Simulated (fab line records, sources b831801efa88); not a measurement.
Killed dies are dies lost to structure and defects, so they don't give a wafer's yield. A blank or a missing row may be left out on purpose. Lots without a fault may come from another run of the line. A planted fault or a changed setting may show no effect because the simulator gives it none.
fab line records | flow gf180mcu | part 1 of 2: steps 1 to 33 of 34
record lots=6 wafers=18 last_day=34
route steps=602 shown M1@327 V1@335 PASSIVATION@602
lots that met no fault: from a run of the same line without faults
start_h: hours from the record's first day to the start of the lot's first wafer shown | wait_h: hours since the lot's step before | " the same as in the row above | L1.1+2: a row that stands for several wafers | - no value, or no start given | * or withheld: withheld | < > ~ a bound
route shown NAME@n: a module of which the file shows steps, and the number in the route of the first | usual: mean/standard deviation of fault-free wafers | same: alike in all rows | chamber/n: place in a boat | sites: the reading at each site | _std_site: their standard deviation | _edge_site: outer sites' mean less inner sites' | radius_mm: how far each site lies from the wafer's centre | mask NAME#n: copy n | behind: the tool/chamber that last shaped the wafer | hold: why the lot was held/for how many hours/how that ended | device: the transistor (n, p or np) that didn't switch | end of line: the same wafers' tests at the end of the route | a step without rows: its recipe alone | killed: dies lost to structure and defects at the first sort, not the wafer's yield | map: a wafer's dies, x killed, . not, _ none there
set.NAME: the setting as run; set.NAME@STEP: as run at that earlier step | model.NAME: the simulator's own value behind a step, which no gauge read
lots at some steps of the route; a table a step, a row a wafer
services: from which hour (start_h, from the record's first day; less than 0 if before it) a tool's chamber was out of use, for how many hours, and why
## steps
# step GF_M1_PEB_12
# recipe peb_temp_c=135 peb_time_s=90 resist=KrF
# step GF_M1_DEVELOP_13
# recipe develop_time_s=60 dev_temp_c=21
# step GF_M1_CD_MEAS_14
# recipe target_cd_nm=230
# usual cd_nm=230.0/1.1
# columns lot.wafer tool chamber start_h wait_h cd_nm
L749.1 cd_sem-01 - 396.24 0.1 230.7
L749.4 " - " " 231.0
L749.5 " - " " 229.8
L752.1 cd_sem-02 - 425.80 0.1 232.0
L752.4 " - " " 231.3
L752.5 " - " " 232.0
L765.3 cd_sem-02 - 541.13 0.1 229.7
L765.5 " - " " 229.7
L765.6 " - " " 229.8
L766.1 cd_sem-01 - 554.03 0.1 227.4
L766.2 " - " " 227.9
L766.6 " - " " 227.0
L768.1 cd_sem-01 - 564.28 0.1 230.3
L768.3 " - " " 230.0
L768.6 " - " " 229.2
L769.3 cd_sem-02 - 569.83 0.1 228.8
L769.5 " - " " 227.7
L769.6 " - " " 229.4
# step GF_M1_OVL_MEAS_15
# usual M1_OVL=5/4.9
# columns lot.wafer tool chamber start_h wait_h M1_OVL[nm]
L749.1 overlay-02 - 396.36 0.1 0
L749.4 " - " " 7
L749.5 " - " " 4
L752.1 overlay-01 - 425.92 0.1 4
L752.4 " - " " 6
L752.5 " - " " 9
L765.3 overlay-01 - 541.23 0.1 10
L765.5 " - " " 12
L765.6 " - " " 13
L766.1 overlay-02 - 554.15 0.1 1
L766.2 " - " " 0
L766.6 " - " " 4
L768.1 overlay-01 - 564.40 0.1 3
L768.3 " - " " -2
L768.6 " - " " 4
L769.3 overlay-01 - 569.93 0.1 2
L769.5 " - " " 1
L769.6 " - " " 1
# step GF_M1_METAL_ETCH_16
# recipe chemistry=Cl2/BCl3 mask_material=KrF target_depth_nm=750.8 stop_on=SiO2 pressure_mtorr=8 icp_w=800 bias_w=140 Cl2_flow_sccm=80 bcl3_flow_sccm=40 time_s=125.1
# step GF_M1_STRIP_17
# recipe chemistry=O2/N2 power_w=1400 pressure_mtorr=1500 platen_temp_c=250 o2_flow_sccm=3000 n2_flow_sccm=300 overash_fraction=0.5
# usual chamber_pressure_mTorr=1500.0/1.4 drypump_motor_current_A=5.7/0.44 heater_power_w=346/36 o2_flow_sccm=3001/9.2 oes_product_au=0.537/0.0047 strip_time_to_endpoint_s=7.36/0.047
# columns lot.wafer tool chamber start_h wait_h chamber_pressure_mTorr drypump_motor_current_A heater_power_w o2_flow_sccm oes_product_au rf_hours_counter_h strip_time_to_endpoint_s
L749.1 plasma_asher-02 1 396.53 0.1 1497.7 5.7 340 2996 0.543 73 7.37
L749.4 " 1 " " 1499.8 5.7 335 3006 0.535 - 7.33
L749.5 " 0 " " 1500.6 5.7 340 3010 0.534 - 7.38
L752.1 plasma_asher-04 1 426.08 0.1 1500.2 5.9 336 2994 0.531 63 7.33
L752.4 " 0 " " 1502.3 6.2 299 3014 0.533 - 7.35
L752.5 " 1 " " 1502.1 5.9 326 2987 0.536 - 7.36
L765.3 plasma_asher-03 0 541.41 0.1 1499.5 6.0 416 2993 0.537 - 7.30
L765.5 " 1 " " 1500.7 4.8 362 2993 0.536 - 7.29
L765.6 " 0 " " 1497.7 6.0 416 2992 0.533 - 7.35
L766.1 plasma_asher-03 0 554.32 0.1 1498.0 6.0 433 2997 0.543 96 7.26
L766.2 " 1 " " 1501.6 4.8 353 3006 0.537 96 7.31
L766.6 " 0 " " 1500.5 6.0 415 2996 0.534 - 7.29
L768.1 plasma_asher-04 0 564.57 0.1 1501.5 6.2 295 3019 0.531 78 7.37
L768.3 " 0 " " 1500.3 6.2 302 3016 0.533 - 7.32
L768.6 " 0 " " 1500.4 6.2 298 2998 0.531 - 7.36
L769.3 plasma_asher-02 0 570.11 0.1 1501.2 5.7 343 3005 0.537 - 7.35
L769.5 " 1 " " 1500.5 5.7 329 3006 0.536 - 7.32
L769.6 " 0 " " 1498.8 5.6 337 3010 0.532 - 7.43
# step GF_M1_STRIP_18
# recipe chemistry=post_etch_residue_remover time_s=1200 temp_c=72.5
# step GF_M1_CLEAN_19
# recipe chemistry=DIW dry=n2_spin
# step GF_V1_CVD_00
# recipe material=SiO2 target_thk_nm=600 sigma_open_frac=0.3 temp_c=400 time_s=100 sih4_flow_sccm=60 pressure_mtorr=6
# step GF_V1_THK_MEAS_01
# recipe reads=SiO2_of_V1_CVD_00
# usual V1_CVD_00_THK=599/7.5
# columns lot.wafer tool chamber start_h wait_h V1_CVD_00_THK[nm]
L749.1 film_metro-03 - 397.14 0.0 593
L749.4 " - " " 602
L749.5 " - " " 610
L752.1 film_metro-02 - 426.69 0.0 598
L752.4 " - " " 600
L752.5 " - " " 600
L765.3 film_metro-03 - 542.00 0.1 597
L765.5 " - " " 598
L765.6 " - " " 599
L766.1 film_metro-04 - 554.92 0.0 601
L766.2 " - " " 611
L766.6 " - " " 610
L768.1 film_metro-03 - 565.17 0.0 590
L768.3 " - " " 605
L768.6 " - " " 598
L769.3 film_metro-03 - 570.70 0.1 596
L769.5 " - " " 601
L769.6 " - " " 606
# step GF_V1_CVD_02
# recipe material=SiO2 target_thk_nm=850 precursor=TEOS temp_c=400 time_s=94.851 rf_w=600
# usual heater_power_w=639/95
# columns lot.wafer tool chamber start_h wait_h heater_power_w
L749.1 pecvd-02 1 397.20 0.1 660
L749.4 " 1 " " 676
L749.5 " 0 " " 646
L752.1 pecvd-01 1 426.75 0.1 605
L752.4 " 2 " " 496
L752.5 " 0 " " 696
L765.3 pecvd-04 1 542.04 0.0 637
L765.5 " 2 " " 820
L765.6 " 0 " " 540
L766.1 pecvd-02 1 554.98 0.1 631
L766.2 " 0 " " 693
L766.6 " 0 " " 717
L768.1 pecvd-01 1 565.23 0.1 662
L768.3 " 0 " " 702
L768.6 " 1 " " 681
L769.3 pecvd-01 1 570.74 0.0 697
L769.5 " 1 " " 563
L769.6 " 2 " " 483
# step GF_V1_THK_MEAS_03
# recipe reads=SiO2_of_V1_CVD_02
# usual V1_CVD_02_THK=850/12
# columns lot.wafer tool chamber start_h wait_h V1_CVD_02_THK[nm]
L749.1 film_metro-04 - 397.27 0.0 839
L749.4 " - " " 867
L749.5 " - " " 865
L752.1 film_metro-04 - 426.82 0.0 811
L752.4 " - " " 854
L752.5 " - " " 850
L765.3 film_metro-02 - 542.13 0.1 848
L765.5 " - " " 859
L765.6 " - " " 850
L766.1 film_metro-03 - 555.05 0.0 837
L766.2 " - " " 841
L766.6 " - " " 857
L768.1 film_metro-02 - 565.30 0.0 852
L768.3 " - " " 859
L768.6 " - " " 850
L769.3 film_metro-03 - 570.83 0.1 831
L769.5 " - " " 847
L769.6 " - " " 862
# step GF_V1_CMP_04
# recipe material=SiO2 down_force_psi=4 platen_rpm=60 pad_velocity_m_s=0.94248
# usual edge_zone_pressure_frac=1.000/0.0055 head_pressure_psi=4.000/0.0081 motor_current_A=12.2/2 time_to_endpoint_s=80/5.4
# columns lot.wafer tool chamber start_h wait_h edge_zone_pressure_frac head_pressure_psi motor_current_A time_to_endpoint_s model.SiO2_of_V1_CVD_02.thk_nm
L749.1 cmp-02 0 397.38 0.1 0.995 3.993 10.3 78 632.5
L749.4 " 2 " " 0.999 3.995 12.7 86 632.7
L749.5 " 0 " " 0.998 3.989 10.7 86 632.6
L752.1 cmp-02 1 426.88 0.1 0.988 4.005 13.0 64 633.1
L752.4 " 3 " " 1.006 3.995 11.7 76 634.8
L752.5 " 1 " " 0.995 3.998 13.1 77 633.8
L765.3 cmp-02 2 542.36 0.2 - - - - 848.3
L765.6 " 0 " " - - - - 850.4
L765.5 " 1 " " - - - - 859
L766.1 cmp-02 1 555.16 0.1 - - - - 837.3
L766.2 " 3 " " - - - - 841.1
L766.6 " 1 " " - - - - 856.9
L768.3 cmp-01 0 565.46 0.1 1.007 4.007 11.6 86 633.4
L768.1 " 1 " " 0.996 4.004 11.2 79 632
L768.6 " 3 " " 1.009 3.999 16.3 79 631.7
L769.3 cmp-01 2 570.87 0.0 1.001 3.995 10.0 69 631.3
L769.6 " 2 " " 0.992 3.997 9.9 77 630.8
L769.5 " 3 " " 0.992 4.004 16.4 75 632.2
# step GF_V1_BOW_MEAS_05
# recipe mode=bow
# usual V1_BOW=84/7.6
# columns lot.wafer tool chamber start_h wait_h V1_BOW[um]
L749.1 film_metro-03 - 397.63 0.2 93
L749.4 " - " " 73
L749.5 " - " " 94
L752.1 film_metro-03 - 427.18 0.2 89
L752.4 " - " " 83
L752.5 " - " " 87
L765.3 film_metro-03 - 542.60 0.2 85
L765.5 " - " " 96
L765.6 " - " " 84
L766.1 film_metro-04 - 555.41 0.2 90
L766.2 " - " " 78
L766.6 " - " " 89
L768.1 film_metro-02 - 565.66 0.1 78
L768.3 " - " " 95
L768.6 " - " " 87
L769.3 film_metro-02 - 571.21 0.3 86
L769.5 " - " " 84
L769.6 " - " " 91
# step GF_V1_DEHYDRATE_06
# recipe temp_c=200 time_s=60
# step GF_V1_HMDS_07
# recipe prime_time_s=60 prime_temp_c=120
# step GF_V1_COAT_08
# recipe resist=BARC temp_c=withheld time_s=withheld spin_rpm=withheld resist_thk_nm=withheld
# step GF_V1_COAT_09
# recipe resist=KrF spin_rpm=withheld resist_thk_nm=1000
# step GF_V1_SOFTBAKE_10
# recipe temp_c=130 time_s=60 resist=KrF
# step GF_V1_EXPOSE_11
# recipe mask_id=Via1 target_cd_nm=260 na=0.68 source_shape=conventional sigma_outer=0.6 dose_mj=38
# step GF_V1_PEB_12
# recipe peb_temp_c=135 peb_time_s=90 resist=KrF
# step GF_V1_DEVELOP_13
# recipe develop_time_s=60 resist=KrF dev_temp_c=21
# step GF_V1_CD_MEAS_14
# recipe target_cd_nm=260
# usual cd_nm=259.8/1.1
# columns lot.wafer tool chamber start_h wait_h cd_nm
L749.1 cd_sem-02 - 421.64 0.1 260.4
L749.4 " - " " 259.6
L749.5 " - " " 260.1
L752.1 cd_sem-02 - 451.39 0.1 259.1
L752.4 " - " " 260.2
L752.5 " - " " 260.4
L765.3 cd_sem-02 - 565.27 0.1 258.4
L765.5 " - " " 258.8
L765.6 " - " " 258.3
L766.1 cd_sem-01 - 577.59 0.1 259.4
L766.2 " - " " 259.5
L766.6 " - " " 259.0
L768.1 cd_sem-02 - 587.24 0.1 262.5
L768.3 " - " " 261.4
L768.6 " - " " 261.0
L769.3 cd_sem-02 - 592.67 0.1 260.8
L769.5 " - " " 260.6
L769.6 " - " " 261.7
# step GF_V1_OVL_MEAS_15
# usual V1_OVL=0/5
# columns lot.wafer tool chamber start_h wait_h V1_OVL[nm]
L749.1 overlay-02 - 421.76 0.1 0
L749.4 " - " " 5
L749.5 " - " " 9
L752.1 overlay-01 - 451.51 0.1 -2
L752.4 " - " " 2
L752.5 " - " " -6
L765.3 overlay-02 - 565.37 0.1 -9
L765.5 " - " " -10
L765.6 " - " " -8
L766.1 overlay-01 - 577.71 0.1 6
L766.2 " - " " 2
L766.6 " - " " -5
L768.1 overlay-02 - 587.36 0.1 -13
L768.3 " - " " -10
L768.6 " - " " -6
L769.3 overlay-02 - 592.77 0.1 -2
L769.5 " - " " -3
L769.6 " - " " -6
# step GF_V1_ETCH_16
# recipe chemistry=N2/H2 target_depth_a=withheld overetch_a=withheld time_s=withheld target=BARC ion_energy_ev=200 source_w=500 bias_w=100 pressure_mtorr=30 n2_flow_sccm=100 h2_flow_sccm=200
# step GF_V1_ETCH_17
# recipe chemistry=C4F8/O2/Ar mask_material=KrF target=SiO2 stop_on=TiN source_w=1500 bias_w=1200 pressure_mtorr=40 c4f8_flow_sccm=withheld O2_flow_sccm=6 Ar_flow_sccm=300 time_s=withheld target_depth_a=6300
# usual chamber_pressure_mTorr=40.00/0.036 oes_product_au=0.856/0.0045
# columns lot.wafer tool chamber start_h wait_h chamber_pressure_mTorr oes_product_au model.V1.feature_depth_nm model.etch.depth_nm
L749.1 rie_diel-01 3 - - 39.98 0.843 632.5 632.5
L749.4 " 2 " " 39.99 0.851 632.7 632.7
L749.5 " 3 " " 39.97 0.853 632.6 632.6
L752.1 rie_diel-02 1 - - 40.04 0.860 633.1 633.1
L752.4 " 3 " " 40.02 0.856 634.8 634.8
L752.5 " 2 " " 39.96 0.853 633.8 633.8
L765.3 rie_diel-04 3 - - 39.99 1.582 795 795
L765.5 " 2 " " 40.02 1.623 819.5 819.5
L765.6 " 1 " " 40.02 1.624 819.5 819.5
L766.1 rie_diel-02 1 - - 39.99 1.613 818.1 818.1
L766.2 " 2 " " 39.99 1.586 796.8 796.8
L766.6 " 1 " " 40.04 1.618 820.3 820.3
L768.1 rie_diel-02 1 - - 40.02 0.851 632 632
L768.3 " 0 " " 40.02 0.853 633.4 633.4
L768.6 " 1 " " 40.01 0.856 631.7 631.7
L769.3 rie_diel-01 2 - - 40.08 0.858 631.3 631.3
L769.5 " 3 " " 39.97 0.853 632.2 632.2
L769.6 " 0 " " 39.99 0.857 630.8 630.8
# step GF_V1_STRIP_18
# recipe chemistry=O2/N2 power_w=1400 pressure_mtorr=1500 platen_temp_c=250 o2_flow_sccm=3000 n2_flow_sccm=300 overash_fraction=0.5
# usual chamber_pressure_mTorr=1500.2/1.2 drypump_motor_current_A=5.7/0.57 heater_power_w=370/36 o2_flow_sccm=3000/9.3 oes_product_au=0.592/0.0048
# columns lot.wafer tool chamber start_h wait_h chamber_pressure_mTorr drypump_motor_current_A heater_power_w o2_flow_sccm oes_product_au rf_hours_counter_h
L749.1 plasma_asher-03 0 421.92 - 1498.4 6.0 416 3002 0.594 80
L749.4 " 1 " " 1501.8 4.8 355 2997 0.592 -
L749.5 " 0 " " 1500.6 6.0 421 3003 0.589 -
L752.1 plasma_asher-03 1 451.68 - 1501.8 4.8 347 2999 0.596 84
L752.4 " 0 " " 1501.2 6.0 420 2995 0.590 -
L752.5 " 1 " " 1499.5 4.8 354 2985 0.594 -
L765.3 plasma_asher-03 0 565.55 - 1501.2 6.0 417 2993 0.595 -
L765.5 " 1 " " 1498.6 4.8 348 2997 0.599 -
L765.6 " 0 " " 1503.0 6.0 415 3001 0.586 -
L766.1 plasma_asher-02 0 577.88 - 1498.8 5.7 337 2998 0.591 16
L766.2 " 1 " " 1501.1 5.7 324 2993 0.598 16
L766.6 " 1 " " 1501.3 5.7 328 2995 0.595 -
L768.1 plasma_asher-03 0 587.52 - 1498.9 6.0 423 3005 0.594 99
L768.3 " 0 " " 1498.9 6.0 413 3000 0.583 -
L768.6 " 1 " " 1500.6 4.8 347 3007 0.591 -
L769.3 plasma_asher-03 0 592.95 - 1501.1 6.0 422 2995 0.585 -
L769.5 " 1 " " 1500.2 4.8 347 2998 0.590 -
L769.6 " 0 " " 1500.9 6.0 418 3003 0.597 -
# step GF_V1_STRIP_19
# recipe chemistry=post_etch_residue_remover time_s=1200 temp_c=72.5
# step GF_V1_CLEAN_20
# recipe chemistry=DIW dry=n2_spin
# step GF_V1_SPUTTER_21
# recipe material=Ti target_thk_nm=15 chamber_pressure_pa=5 power_w=2500 substrate_temp_c=200 time_s=80.02
# usual substrate_temp_c=200.01/0.16 throttle_valve_pct=29.6/0.71
# columns lot.wafer tool chamber start_h wait_h substrate_temp_c throttle_valve_pct
L749.1 pvd_sputter-04 - 422.86 0.0 199.83 29.3
L749.4 " - " " 199.87 29.6
L749.5 " - " " 200.14 29.7
L752.1 pvd_sputter-03 - 452.21 0.0 199.86 30.3
L752.4 " - " " 200.18 29.7
L752.5 " - " " 200.02 29.9
L765.3 pvd_sputter-01 - 566.05 0.0 200.25 29.0
L765.5 " - " " 200.15 29.0
L765.6 " - " " 199.93 31.4
L766.1 pvd_sputter-03 - 578.41 0.0 199.92 29.5
L766.2 " - " " 200.20 28.9
L766.6 " - " " 199.87 29.5
L768.1 pvd_sputter-01 - 588.06 0.0 200.29 29.0
L768.3 " - " " 200.23 28.9
L768.6 " - " " 200.04 28.7
L769.3 pvd_sputter-01 - 593.45 0.0 200.00 29.1
L769.5 " - " " 199.98 29.0
L769.6 " - " " 200.13 31.1
# step GF_V1_SPUTTER_22
# recipe material=TiN target_thk_nm=10 chamber_pressure_pa=5 power_w=4000 time_s=40
# step GF_V1_CVD_23
# recipe material=W target_thk_nm=350 time_s=105.05 temp_c=400 pressure_torr=40
# usual heater_power_w=892/62
# columns lot.wafer tool chamber start_h wait_h heater_power_w
L749.1 cvd_w-01 1 422.96 0.0 895
L749.4 " 0 " " 810
L749.5 " 1 " " 898
L752.1 cvd_w-02 0 452.31 0.0 876
L752.4 " 1 " " 992
L752.5 " 0 " " 884
L765.3 cvd_w-02 1 566.19 0.1 1006
L765.5 " 1 " " 984
L765.6 " 0 " " 861
L766.1 cvd_w-01 0 578.51 0.0 841
L766.2 " 1 " " 861
L766.6 " 1 " " 892
L768.1 cvd_w-02 1 588.16 0.0 993
L768.3 " 0 " " 883
L768.6 " 0 " " 873
L769.3 cvd_w-01 0 593.59 0.1 813
L769.5 " 1 " " 885
L769.6 " 0 " " 825
# step GF_V1_CMP_26
# recipe stop_on=SiO2 down_force_psi=3.5 platen_rpm=60 t_overpolish_s=15 target_thk_nm=0 pad_velocity_m_s=0.94248
# usual edge_zone_pressure_frac=1.001/0.0043 head_pressure_psi=3.500/0.0074 motor_current_A=11.2/1.8
# columns lot.wafer tool chamber start_h wait_h edge_zone_pressure_frac head_pressure_psi motor_current_A model.SiO2_of_V1_CVD_02.thk_nm
L749.1 cmp-01 2 423.30 0.1 0.995 3.509 9.0 628.7
L749.4 " 0 " " 1.000 3.499 9.8 628.9
L749.5 " 2 " " 1.000 3.507 9.1 628.8
L752.4 cmp-02 2 452.65 0.1 1.007 3.493 12.1 631
L752.1 " 3 " " 1.002 3.496 11.1 629.3
L752.5 " 2 " " 1.009 3.501 11.6 630
L765.3 cmp-01 3 566.59 0.2 0.998 3.501 14.5 844.5
L765.6 " 0 " " 1.006 3.495 10.1 846.6
L765.5 " 1 " " 0.998 3.498 10.9 855.2
L766.1 cmp-02 0 578.80 0.1 1.004 3.510 9.6 833.5
L766.2 " 2 " " 0.996 3.515 12.0 837.3
L766.6 " 1 " " 1.002 3.504 12.3 853.1
L768.1 cmp-01 1 588.50 0.1 0.997 3.493 10.9 628.3
L768.3 " 2 " " 1.000 3.489 8.8 629.6
L768.6 " 0 " " 1.002 3.505 10.2 628
L769.3 cmp-02 1 594.20 0.4 1.003 3.491 12.4 627.5
L769.6 " 2 " " 1.003 3.505 12.0 627
L769.5 " 3 " " 1.006 3.500 11.1 628.4
## key
first_sign step=GF_V1_CMP_04 reading=tool_record direction=missing
effect step=GF_V1_ETCH_17 reading=oes_product_au direction=up sigmas=99+ usual=0.856 struck=1.608
effect step=GF_PASSIVATION_PROBE_99 reading=killed_at_M0_to_M3 direction=up sigmas=87 usual=20 struck=463
model_effect step=GF_V1_CMP_04 value=SiO2_of_V1_CVD_02.thk_nm without=633.2 struck=848.8
model_effect step=GF_V1_ETCH_17 value=V1.feature_depth_nm without=633.2 struck=811.5
model_effect step=GF_V1_CMP_26 value=SiO2_of_V1_CVD_02.thk_nm without=629.4 struck=845
more_kills_born_at GF_V1_CMP_04@cmp-02=2642
met_at GF_V1_CMP_04
struck_wafers L765.3,L765.5,L765.6,L766.1,L766.2,L766.6
later_rows_left_out L765.3,L765.5,L765.6,L766.1,L766.2,L766.6
onset_between 426.88 542.36
fault kind=skipped_step_whole tool=cmp-02 chamber=- onset_h=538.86 steps=GF_V1_CMP_04 scope=struck_lots_only
# later_rows_left_out: the simulator's readings of these wafers behind a module that went badly wrong aren't trusted and aren't shown, but for the sort
